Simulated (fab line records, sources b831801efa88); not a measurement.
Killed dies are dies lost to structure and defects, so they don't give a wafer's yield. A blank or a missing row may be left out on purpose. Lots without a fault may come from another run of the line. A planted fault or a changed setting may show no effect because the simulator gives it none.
fab line records | flow sky130
record lots=7 wafers=21 last_day=50
route steps=708 shown CONTACT@418 METAL1@434 PAD_OPEN@708
lots that met no fault: from a run of the same line without faults
start_h: hours from the record's first day to the start of the lot's first wafer shown | wait_h: hours since the lot's step before | " the same as in the row above | L1.1+2: a row that stands for several wafers | - no value, or no start given | * or withheld: withheld | < > ~ a bound
route shown NAME@n: a module of which the file shows steps, and the number in the route of the first | usual: mean/standard deviation of fault-free wafers | same: alike in all rows | chamber/n: place in a boat | sites: the reading at each site | _std_site: their standard deviation | _edge_site: outer sites' mean less inner sites' | radius_mm: how far each site lies from the wafer's centre | mask NAME#n: copy n | behind: the tool/chamber that last shaped the wafer | hold: why the lot was held/for how many hours/how that ended | device: the transistor (n, p or np) that didn't switch | end of line: the same wafers' tests at the end of the route | a step without rows: its recipe alone | killed: dies lost to structure and defects at the first sort, not the wafer's yield | map: a wafer's dies, x killed, . not, _ none there
set.NAME: the setting as run; set.NAME@STEP: as run at that earlier step | model.NAME: the simulator's own value behind a step, which no gauge read
lots at some steps of the route; a table a step, a row a wafer
services: from which hour (start_h, from the record's first day; less than 0 if before it) a tool's chamber was out of use, for how many hours, and why
## steps
# step SKY_CONTACT_PEB_12
# recipe peb_temp_c=withheld peb_time_s=withheld resist=KrF-thick
# step SKY_CONTACT_DEVELOP_13
# recipe develop_time_s=60 resist=KrF-thick dev_temp_c=21
# step SKY_CONTACT_CD_MEAS_14
# recipe target_cd_nm=170
# usual cd_nm=170.0/1.6
# columns lot.wafer tool chamber start_h wait_h cd_nm
L790.2 cd_sem-01 - 758.96 - 171.1
L790.3 " - " " 170.7
L790.4 " - " " 170.8
L798.3 cd_sem-01 - 817.98 - 172.6
L798.4 " - " " 173.3
L798.5 " - " " 173.4
L802.1 cd_sem-02 - 854.54 - 167.5
L802.2 " - " " 168.2
L802.3 " - " " 168.1
L803.1 cd_sem-01 - 861.19 - 170.0
L803.2 " - " " 170.5
L803.4 " - " " 170.6
L804.4 cd_sem-02 - 864.00 - 170.0
L804.5 " - " " 169.2
L804.6 " - " " 170.3
L805.3 cd_sem-02 - 865.28 - 171.1
L805.4 " - " " 170.5
L805.5 " - " " 172.3
L808.3 cd_sem-02 - 891.16 - 170.1
L808.4 " - " " 169.0
L808.6 " - " " 169.6
# step SKY_CONTACT_OVL_MEAS_15
# usual CONTACT_OVL=-4/4.8
# columns lot.wafer tool chamber start_h wait_h CONTACT_OVL[nm]
L790.2 overlay-01 - 759.06 0.1 0
L790.3 " - " " -6
L790.4 " - " " 0
L798.3 overlay-01 - 818.07 0.1 -7
L798.4 " - " " -8
L798.5 " - " " -5
L802.1 overlay-02 - 854.66 0.1 -11
L802.2 " - " " -7
L802.3 " - " " -11
L803.1 overlay-01 - 861.31 0.1 0
L803.2 " - " " -7
L803.4 " - " " -11
L804.4 overlay-02 - 864.08 0.1 -4
L804.5 " - " " -4
L804.6 " - " " -2
L805.3 overlay-02 - 865.37 0.1 -9
L805.4 " - " " -5
L805.5 " - " " -11
L808.3 overlay-01 - 891.26 0.1 -3
L808.4 " - " " -3
L808.6 " - " " -3
# step SKY_CONTACT_ETCH_16
# recipe chemistry=N2/H2 target=BARC ion_energy_ev=200 source_w=500 bias_w=100 pressure_mtorr=30 n2_flow_sccm=100 h2_flow_sccm=200 stop_on=SiO2 time_s=45.9 target_depth_a=600
# usual drypump_motor_current_A=5.6/0.41 oes_product_au=0.855/0.005 throttle_valve_pct=13.225/0.0084
# columns lot.wafer tool chamber start_h wait_h drypump_motor_current_A oes_product_au rf_hours_counter_h throttle_valve_pct
L790.2 rie_diel-02 3 759.09 0.0 5.7 0.859 27 13.228
L790.3 " 1 " " 5.4 0.859 12 13.236
L790.4 " 0 " " 6.5 0.856 28 13.223
L798.3 rie_diel-04 0 818.12 0.0 5.9 0.853 - 13.220
L798.4 " 2 " " 5.6 0.856 - 13.231
L798.5 " 2 " " 5.6 0.853 - 13.234
L802.1 rie_diel-02 2 854.70 0.0 5.8 0.840 15 13.226
L802.2 " 3 " " 5.6 0.850 30 13.218
L802.3 " 1 " " 5.4 0.849 15 13.221
L803.1 rie_diel-04 1 861.34 0.0 5.9 0.861 24 13.229
L803.2 " 3 " " 5.1 0.857 2 13.222
L803.4 " 0 " " 5.9 0.858 15 13.221
L804.4 rie_diel-02 2 864.12 0.0 5.8 0.860 - 13.223
L804.5 " 1 " " 5.4 0.851 - 13.247
L804.6 " 3 " " 5.7 0.856 - 13.235
L805.3 rie_diel-04 0 865.39 0.0 5.9 0.849 15 13.229
L805.4 " 3 " " 5.1 0.858 2 13.210
L805.5 " 2 " " 5.6 0.859 - 13.223
L808.3 rie_diel-01 3 891.28 0.0 5.1 0.858 8 13.220
L808.4 " 1 " " 5.2 0.856 23 13.229
L808.6 " 3 " " 5.0 0.847 - 13.225
# step SKY_CONTACT_ETCH_17
# recipe target=SiO2 chemistry=C4F8/O2/Ar stop_on=Si3N4 mask_material=KrF-thick source_w=1500 bias_w=1200 pressure_mtorr=40 c4f8_flow_sccm=withheld O2_flow_sccm=6 Ar_flow_sccm=300 time_s=withheld target_depth_a=3400
# step SKY_CONTACT_ETCH_18
# recipe target=Si3N4 chemistry=CHF3/O2 stop_on=TiN source_w=600 bias_w=200 pressure_mtorr=40 chf3_flow_sccm=50 O2_flow_sccm=5 time_s=39 target_depth_a=750
# usual drypump_motor_current_A=5.6/0.41 oes_product_au=0.855/0.0086 throttle_valve_pct=8.794/0.0097
# columns lot.wafer tool chamber start_h wait_h drypump_motor_current_A oes_product_au rf_hours_counter_h throttle_valve_pct
L790.2 rie_diel-02 3 - - 5.7 0.860 27 8.800
L790.3 " 1 " " 5.4 0.843 12 8.804
L790.4 " 0 " " 6.5 0.860 28 8.799
L798.3 rie_diel-04 0 - - 5.9 0.858 - 8.794
L798.4 " 2 " " 5.6 0.853 - 8.794
L798.5 " 2 " " 5.6 0.862 - 8.798
L802.1 rie_diel-02 2 - - 5.8 0.848 15 8.804
L802.2 " 3 " " 5.6 0.858 31 8.792
L802.3 " 1 " " 5.4 0.854 15 8.794
L803.1 rie_diel-04 1 - - 5.9 0.835 24 8.766
L803.2 " 3 " " 5.1 0.845 2 8.776
L803.4 " 0 " " 5.9 0.864 15 8.779
L804.4 rie_diel-02 2 - - 5.8 0.863 - 8.787
L804.5 " 1 " " 5.4 0.845 - 8.807
L804.6 " 3 " " 5.7 0.870 - 8.785
L805.3 rie_diel-04 0 - - 5.9 0.879 15 8.804
L805.4 " 3 " " 5.0 0.863 2 8.813
L805.5 " 2 " " 5.6 0.879 - 8.779
L808.3 rie_diel-01 3 - - 5.0 0.851 8 8.783
L808.4 " 1 " " 5.2 0.854 23 8.784
L808.6 " 3 " " 5.0 0.855 - 8.780
# step SKY_CONTACT_STRIP_19
# recipe chemistry=O2/N2 power_w=1400 pressure_mtorr=1500 platen_temp_c=withheld o2_flow_sccm=3000 n2_flow_sccm=300 overash_fraction=0.5
# usual drypump_motor_current_A=5.73/0.24 oes_product_au=0.381/0.0046 strip_time_to_endpoint_s=3.616/0.026
# columns lot.wafer tool chamber start_h wait_h drypump_motor_current_A oes_product_au rf_hours_counter_h strip_time_to_endpoint_s
L790.2 plasma_asher-04 0 759.23 - 5.72 0.380 62 3.656
L790.3 " 0 " " 5.69 0.372 - 3.646
L790.4 " 1 " " 5.85 0.378 - 3.613
L798.3 plasma_asher-01 0 818.33 - 5.45 0.380 - 3.626
L798.4 " 1 " " 5.99 0.383 - 3.632
L798.5 " 0 " " 5.44 0.381 - 3.628
L802.1 plasma_asher-01 1 854.83 - 6.03 0.382 43 3.576
L802.2 " 0 " " 5.39 0.382 43 3.616
L802.3 " 1 " " 6.03 0.379 - 3.617
L803.1 plasma_asher-01 0 861.48 - 5.44 0.384 44 3.652
L803.2 " 1 " " 5.99 0.374 44 3.621
L803.4 " 1 " " 5.97 0.379 - 3.640
L804.4 plasma_asher-04 1 864.26 - 5.86 0.382 - 3.600
L804.5 " 1 " " 5.87 0.382 - 3.620
L804.6 " 0 " " 5.69 0.377 - 3.622
L805.3 plasma_asher-01 0 865.56 - 5.42 0.389 - 3.686
L805.4 " 1 " " 6.00 0.382 - 3.579
L805.5 " 1 " " 5.99 0.382 - 3.666
L808.3 plasma_asher-01 0 891.44 - 5.47 0.394 - 3.593
L808.4 " 1 " " 6.01 0.385 - 3.576
L808.6 " 0 " " 5.48 0.380 - 3.594
# step SKY_CONTACT_STRIP_20
# recipe chemistry=post_etch_residue_remover time_s=1200 temp_c=72.5
# step SKY_CONTACT_CLEAN_21
# recipe chemistry=IPA time_s=180 temp_c=25
# step SKY_CONTACT_CLEAN_22
# recipe chemistry=O3/DIW dry=n2_spin
# step SKY_CONTACT_SPUTTER_23
# recipe material=TiN target_thk_nm=20 chamber_pressure_pa=5 power_w=4000 time_s=80
# usual throttle_valve_pct=29.5/0.74
# columns lot.wafer tool chamber start_h wait_h throttle_valve_pct
L790.2 pvd_sputter-01 - 759.86 0.0 29.6
L790.3 " - " " 29.4
L790.4 " - " " 28.9
L798.3 pvd_sputter-01 - 818.92 0.0 29.9
L798.4 " - " " 30.2
L798.5 " - " " 29.0
L802.1 pvd_sputter-01 - 855.48 0.0 29.1
L802.2 " - " " 30.2
L802.3 " - " " 29.9
L803.1 pvd_sputter-01 - 862.16 0.0 29.1
L803.2 " - " " 30.0
L803.4 " - " " 29.2
L804.4 pvd_sputter-04 - 864.82 0.0 29.2
L804.5 " - " " 30.5
L804.6 " - " " 27.7
L805.3 pvd_sputter-01 - 866.12 0.0 28.9
L805.4 " - " " 28.9
L805.5 " - " " 30.1
L808.3 pvd_sputter-04 - 892.04 0.0 28.2
L808.4 " - " " 28.9
L808.6 " - " " 29.1
# step SKY_CONTACT_CVD_24
# recipe material=W target_thk_nm=340 time_s=102.12 temp_c=400 pressure_torr=40
# usual chamber_pressure_Torr=39.99/0.085 heater_power_w=856/88
# columns lot.wafer tool chamber start_h wait_h chamber_pressure_Torr heater_power_w model.W_of_CONTACT_CVD_24.thk_nm
L790.2 cvd_w-02 1 759.92 0.0 40.06 1000 334
L790.3 " 1 " " 39.85 971 331.8
L790.4 " 0 " " 39.81 750 335.9
L798.3 cvd_w-01 1 819.01 0.1 39.86 863 337.1
L798.4 " 0 " " 39.99 793 355.1
L798.5 " 1 " " 39.99 892 340.9
L802.1 cvd_w-02 0 855.54 0.0 39.96 751 487
L802.2 " 1 " " 40.13 966 340.1
L802.3 " 0 " " 40.16 757 489.2
L803.1 cvd_w-02 1 862.22 0.0 39.89 981 331
L803.2 " 0 " " 39.99 749 480
L803.4 " 0 " " 39.82 742 480.8
L804.4 cvd_w-01 1 864.92 0.1 40.05 859 339.4
L804.5 " 1 " " 39.89 882 339.7
L804.6 " 0 " " 40.01 821 350.4
L805.3 cvd_w-02 1 866.22 0.1 40.08 968 333.7
L805.4 " 0 " " 39.86 748 483.8
L805.5 " 1 " " 39.95 941 339.4
L808.3 cvd_w-01 0 892.14 0.1 39.93 824 353.2
L808.4 " 1 " " 40.03 905 340.8
L808.6 " 1 " " 40.03 848 341.2
# step SKY_CONTACT_RS_MEAS_25
# recipe thk_meas_gauge=four-point-probe reads=W_of_CONTACT_CVD_24+TiN_of_CONTACT_SPUTTER_23
# usual CONTACT_W_RS=0.338/0.0061
# columns lot.wafer tool chamber start_h wait_h CONTACT_W_RS[ohm/sq]
L790.2 film_metro-01 - 760.05 0.1 0.343
L790.3 " - " " 0.346
L790.4 " - " " 0.342
L798.3 film_metro-02 - 819.13 0.1 0.341
L798.4 " - " " 0.324
L798.5 " - " " 0.338
L802.1 film_metro-04 - 855.65 0.1 0.234
L802.2 " - " " 0.337
L802.3 " - " " 0.234
L803.1 film_metro-02 - 862.33 0.1 0.347
L803.2 " - " " 0.239
L803.4 " - " " 0.239
L804.4 film_metro-01 - 865.05 0.1 0.338
L804.5 " - " " 0.338
L804.6 " - " " 0.328
L805.3 film_metro-01 - 866.33 0.1 0.344
L805.4 " - " " 0.237
L805.5 " - " " 0.338
L808.3 film_metro-01 - 892.25 0.1 0.325
L808.4 " - " " 0.337
L808.6 " - " " 0.336
# step SKY_CONTACT_THK_MEAS_26
# recipe thk_meas_gauge=xrf reads=W_of_CONTACT_CVD_24
# usual CONTACT_W_THK=333/6.6
# columns lot.wafer tool chamber start_h wait_h CONTACT_W_THK[nm]
L790.2 film_metro-01 - 760.16 0.1 328
L790.3 " - " " 324
L790.4 " - " " 331
L798.3 film_metro-02 - 819.23 0.1 326
L798.4 " - " " 341
L798.5 " - " " 329
L802.1 film_metro-04 - 855.77 0.1 480
L802.2 " - " " 337
L802.3 " - " " 486
L803.1 film_metro-02 - 862.45 0.1 321
L803.2 " - " " 462
L803.4 " - " " 463
L804.4 film_metro-01 - 865.14 0.1 330
L804.5 " - " " 330
L804.6 " - " " 341
L805.3 film_metro-01 - 866.43 0.1 323
L805.4 " - " " 466
L805.5 " - " " 330
L808.3 film_metro-01 - 892.35 0.1 348
L808.4 " - " " 338
L808.6 " - " " 338
# step SKY_CONTACT_CMP_27
# recipe stop_on=SiO2 t_overpolish_s=15 down_force_psi=3.5 platen_rpm=60 target_thk_nm=0 pad_velocity_m_s=0.94248
# usual head_pressure_psi=3.501/0.0074 motor_current_A=10.3/0.66 time_to_endpoint_s=80/4.1
# columns lot.wafer tool chamber start_h wait_h head_pressure_psi motor_current_A time_to_endpoint_s
L790.3 cmp-01 3 760.28 0.1 3.501 10.6 77
L790.2 " 0 " " 3.502 10.5 75
L790.4 " 2 " " 3.501 10.1 77
L798.3 cmp-02 0 819.27 0.0 3.509 10.4 81
L798.4 " 3 " " 3.497 9.7 84
L798.5 " 1 " " 3.493 11.0 78
L802.2 cmp-01 2 855.83 0.0 3.510 10.5 76
L802.1 " 3 " " 3.502 10.5 111
L802.3 " 0 " " 3.500 10.3 109
L803.4 cmp-02 0 862.51 0.0 3.499 9.9 115
L803.2 " 2 " " 3.497 10.1 114
L803.1 " 3 " " 3.510 9.6 78
L804.4 cmp-01 3 865.17 0.0 3.500 10.9 81
L804.5 " 3 " " 3.498 11.2 79
L804.6 " 0 " " 3.512 10.7 78
L805.4 cmp-02 1 866.52 0.1 3.498 10.4 112
L805.3 " 2 " " 3.499 9.3 83
L805.5 " 0 " " 3.506 10.1 80
L808.4 cmp-01 0 892.39 0.0 3.496 9.7 83
L808.3 " 1 " " 3.507 10.7 85
L808.6 " 1 " " 3.499 11.4 82
# step SKY_METAL1_SPUTTER_00
# recipe material=Ti target_thk_nm=15 power_w=3000 time_s=10 chamber_pressure_pa=0.4
# usual throttle_valve_pct=29.7/0.74
# columns lot.wafer tool chamber start_h wait_h throttle_valve_pct
L790.2 pvd_sputter-02 - 760.58 0.2 31.1
L790.3 " - " " 29.4
L790.4 " - " " 30.8
L798.3 pvd_sputter-02 - 819.57 0.2 30.6
L798.4 " - " " 30.3
L798.5 " - " " 30.9
L802.1 pvd_sputter-01 - 856.13 0.2 30.1
L802.2 " - " " 30.3
L802.3 " - " " 29.2
L803.1 pvd_sputter-02 - 862.81 0.1 31.0
L803.2 " - " " 29.3
L803.4 " - " " 30.8
L804.4 pvd_sputter-04 - 865.47 0.2 28.1
L804.5 " - " " 30.0
L804.6 " - " " 30.7
L805.3 pvd_sputter-04 - 866.77 0.1 29.2
L805.4 " - " " 30.5
L805.5 " - " " 27.8
L808.3 pvd_sputter-01 - 892.69 0.2 29.1
L808.4 " - " " 28.9
L808.6 " - " " 30.3
# step SKY_PAD_OPEN_PROBE_99
# usual killed_at_M0_to_M3=44/7 killed_at_M4_up=3.1/1.8 killed_at_contacts=25/5.1 killed_at_front_end=15/4.3 killed_at_other=0.3/0.61 killed_dies=87/9.8 killed_open=48/7 killed_short=38/6.3
# same gross_dies=492 killed_at_back_side=0
# columns lot.wafer tool chamber start_h wait_h killed_at_M0_to_M3 killed_at_M4_up killed_at_contacts killed_at_front_end killed_at_other killed_dies killed_open killed_short
L802.1 prober-01 - 1163.04 0.1 41 2 28 17 0 88 54 34
# killed by level:class
L802.1 CONTACT:geometric_particle:open=15 VIA1:geometric_particle:open=10 FIELD_ISO:geometric_particle:open=7 METAL2:geometric_particle:short=7 LI_CONTACT:geometric_particle:open=6 LOCAL_INTERCONNECT:geometric_particle:short=5 VIA2:geometric_particle:open=5 METAL3:geometric_particle:short=5
## services
# columns tool chamber start_h hours kind
pvd_sputter-02 - 738.38 4.9 repair
cmp-02 - 742.26 0.5 repair
cmp-02 - 744.00 4.0 pm
rie_diel-01 2 748.56 4.4 repair
pvd_sputter-01 0 769.25 - consumable_replace:kit
pvd_sputter-01 0 769.25 18.0 scheduled_down
pvd_sputter-01 0 769.25 18.0 vent_cycle
pvd_sputter-02 - 772.08 10.3 repair
rie_diel-02 2 780.93 19.0 repair
cmp-01 - 786.76 5.6 pm
pvd_sputter-01 - 789.20 3.5 repair
rie_diel-04 3 796.55 - clean
rie_diel-04 3 796.55 21.8 scheduled_down
rie_diel-04 3 796.55 21.8 vent_cycle
rie_diel-04 1 804.57 18.5 repair
cmp-02 - 808.72 0.5 repair
cvd_w-01 - 826.28 0.9 repair
pvd_sputter-01 - 833.08 3.0 repair
rie_diel-01 2 834.00 8.0 repair
cvd_w-01 - 855.60 6.9 pm
cmp-02 - 868.17 3.4 repair
rie_diel-04 2 876.31 1.4 repair
rie_diel-01 - 886.64 1.4 repair
cmp-02 - 891.51 14.8 pm
## key
first_sign step=SKY_CONTACT_RS_MEAS_25 reading=CONTACT_W_RS direction=down sigmas=17 usual=0.338 struck=0.236
effect step=SKY_CONTACT_THK_MEAS_26 reading=CONTACT_W_THK direction=up sigmas=21 usual=333 struck=471
effect step=SKY_CONTACT_CMP_27 reading=time_to_endpoint_s direction=up sigmas=7.8 usual=* struck=*
model_effect step=SKY_CONTACT_CVD_24 value=W_of_CONTACT_CVD_24.thk_nm without=337.7 struck=484.2
met_at SKY_CONTACT_CVD_24
struck_wafers L802.1,L802.3,L803.2,L803.4,L805.4
tester_left_out L802,L803,L805
onset_between 759.92 855.54
fault kind=process_parameter_drift tool=cvd_w-02 chamber=0 onset_h=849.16 steps=SKY_CONTACT_CVD_24 channel=target_thk_nm offset=146.71 shape=step end_h=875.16 acts_in=these_recipes_only stated=340
# tester_left_out: of these lots the tester's yield and bins aren't shown, on N5 and GAA mostly nor the transistor test; their killed dies are dies lost to structure and defects alone, not to doping, threshold or leakage, so they don't give the yield
